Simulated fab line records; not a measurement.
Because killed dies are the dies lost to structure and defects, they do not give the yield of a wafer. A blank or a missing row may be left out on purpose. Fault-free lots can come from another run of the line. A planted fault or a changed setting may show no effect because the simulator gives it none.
The tool behind it: which one? + flow gf180mcu + 14 lots with 42 wafers sampled at 4 steps, on a route of 602 steps

== WHAT EACH GAUGE READ, for each wafer ==
GF_STI_THK_MEAS_04. Usual: STI_CVD_03_THK 208.0 nm, standard deviation 1.8.
| lot  | measured    | on            | STI_CVD_03_THK (nm) | flag |
|------|-------------|---------------|---------------------|------|
| L598 | day 1 15:19 | film metro-02 | 206.4 205.3 206.4   |      |
| L599 | day 1 21:04 | film metro-01 | 204.5 205.2 205.9   |      |
| L600 | day 2 01:19 | film metro-01 | 208.6 207.0 208.8   |      |
| L602 | day 2 09:55 | film metro-02 | 210.0 209.4 211.4   |      |
| L603 | day 2 15:06 | film metro-01 | 206.8 208.8 207.8   |      |
| L604 | day 2 19:35 | film metro-01 | 211.2 208.1 209.9   |      |
| L605 | day 3 01:02 | film metro-02 | 205.7 206.1 205.5   |      |
| L607 | day 3 10:46 | film metro-01 | 206.7 209.2 207.3   |      |
| L608 | day 3 16:34 | film metro-02 | 210.8 210.0 210.2   |      |
| L609 | day 3 21:14 | film metro-02 | 208.1 206.3 205.0   |      |
| L611 | day 4 07:25 | film metro-02 | 209.0 208.1 209.4   |      |
| L616 | day 5 07:34 | film metro-02 | 206.8 206.5 206.9   |      |
| L617 | day 5 13:22 | film metro-02 | 207.7 209.1 207.1   |      |
| L621 | day 6 08:35 | film metro-03 | 206.0 207.8 206.5   |      |

GF_MVSD_OVL_MEAS_07. Usual: MVSD_OVL 0.6 nm, standard deviation 1.1.
| lot  | measured    | on         | MVSD_OVL (nm)     | flag |
|------|-------------|------------|-------------------|------|
| L598 | day 4 11:16 | overlay-02 | 1.3 0.7 2.4       |      |
| L599 | day 4 18:29 | overlay-01 | 0.7 0.4 0.8       |      |
| L600 | day 5 00:01 | overlay-01 | 1.5 -0.2 -0.7     |      |
| L602 | day 5 10:19 | overlay-02 | 1.8 1.9 1.8       |      |
| L603 | day 5 18:43 | overlay-01 | 1.3 -0.1 2.4      |      |
| L604 | day 5 20:14 | overlay-01 | 1.1 0.3 2.1       |      |
| L605 | day 6 01:58 | overlay-01 | 1.4 0.9 1.9       |      |
| L607 | day 6 16:53 | overlay-01 | 0.2 -1.1 -0.1     |      |
| L608 | day 6 20:16 | overlay-02 | -0.3 -0.6 1.3     |      |
| L609 | day 7 03:31 | overlay-02 | -1.1 1.2 -0.2     |      |
| L611 | day 7 13:43 | overlay-01 | 0.7 1.0 1.3       |      |
| L616 | day 8 17:37 | overlay-01 | 197.5 199.0 198.8 | OFF  |
| L617 | day 8 23:55 | overlay-02 | 198.9 199.5 199.4 | OFF  |
| L621 | day 9 21:43 | overlay-01 | 1.6 -0.7 0.6      |      |

GF_DUAL_GATE_THK_MEAS_03. Usual: DUAL_GATE_OXIDATION_00_THK 10.95 nm, standard deviation 0.19.
| lot  | measured     | on            | DUAL_GATE_OXIDATION_00_THK (nm) | flag |
|------|--------------|---------------|---------------------------------|------|
| L598 | day 7 17:58  | film metro-03 | 10.73 11.02 10.63               |      |
| L599 | day 8 00:24  | film metro-03 | 11.15 10.81 10.99               |      |
| L600 | day 8 07:19  | film metro-03 | 10.78 10.46 10.63               |      |
| L602 | day 8 19:04  | film metro-01 | 10.81 10.86 11.02               |      |
| L603 | day 9 04:01  | film metro-01 | 10.75 10.55 10.58               |      |
| L604 | day 9 05:54  | film metro-02 | 11.04 10.77 10.95               |      |
| L605 | day 9 12:28  | film metro-01 | 11.16 10.89 11.13               |      |
| L607 | day 10 05:09 | film metro-01 | 11.13 11.12 11.05               |      |
| L608 | day 10 10:24 | film metro-02 | 11.03 10.86 11.08               |      |
| L609 | day 10 18:43 | film metro-02 | 10.84 10.99 10.80               |      |
| L611 | day 11 05:21 | film metro-02 | 11.22 11.31 11.19               |      |
| L616 | day 12 14:46 | film metro-02 | 11.22 11.18 11.14               |      |
| L617 | day 12 23:31 | film metro-02 | 10.99 11.29 11.27               |      |
| L621 | day 14 00:59 | film metro-01 | 11.06 11.06 11.13               |      |

== TOOL THAT RAN EACH LOT (tool first, then ch and the chambers of the sampled wafers, then the start) ==
| lot  | GF_MVSD_EXPOSE_04                  |
|------|------------------------------------|
| L598 | iline stepper-01 ch 0, day 4 04:37 |
| L599 | iline stepper-02 ch 0, day 4 11:41 |
| L600 | iline stepper-01 ch 0, day 4 16:59 |
| L602 | iline stepper-01 ch 0, day 5 03:26 |
| L603 | iline stepper-02 ch 0, day 5 11:50 |
| L604 | iline stepper-01 ch 0, day 5 13:14 |
| L605 | iline stepper-02 ch 0, day 5 19:02 |
| L607 | iline stepper-02 ch 0, day 6 09:29 |
| L608 | iline stepper-01 ch 0, day 6 12:55 |
| L609 | iline stepper-02 ch 0, day 6 19:44 |
| L611 | iline stepper-02 ch 0, day 7 06:14 |
| L616 | iline stepper-02 ch 0, day 8 09:26 |
| L617 | iline stepper-02 ch 0, day 8 15:59 |
| L621 | iline stepper-01 ch 0, day 9 13:05 |
- GF_MVSD_EXPOSE_04: exposes mask MVSD, target cd 1000 nm.

== WHAT THE TOOLS THEMSELVES READ (means of the sampled wafers that have a number; where no wafer has one, the mark that the record gives instead) ==
The record holds no such reading with a usual standard deviation.

== THE ANSWER, worked out from the rows above alone ==
Rule: take the mean of a lot's wafers that have a number; if it is more than 3 standard deviations from the usual mean, the lot is off. A lot without any number at a reading at which 4 lots or more have one is off too. All remaining lots with rows at the step are treated as sound. The gauges are gone through in route order, then the tools' own readings, and for those a lot's mean is taken as printed above. At the first step where some lot is off, the reading lying furthest off is the one used; lots without a number count as furthest.
Off: L616, L617, seen at GF_MVSD_OVL_MEAS_07 (MVSD_OVL).
A tool fits if, at a process step before that reading, it ran every lot that is off, and no sound lot after the first of them. The gauges at GF_MVSD_OVL_MEAS_07 are tried like those tools. One candidate fits, namely iline stepper-02 at GF_MVSD_EXPOSE_04. A fault onset in the window from L611 (day 7 06:14, its last sound lot) to L616 (day 8 09:26, its first lot off) fits.

== WHAT THE SIMULATOR HAD PUT IN ==
Scanner matching overlay: iline stepper-02, from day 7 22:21 on, at GF_MVSD_EXPOSE_04. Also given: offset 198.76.
Shown lots that were struck: L616, L617. The same result came from the rule above.
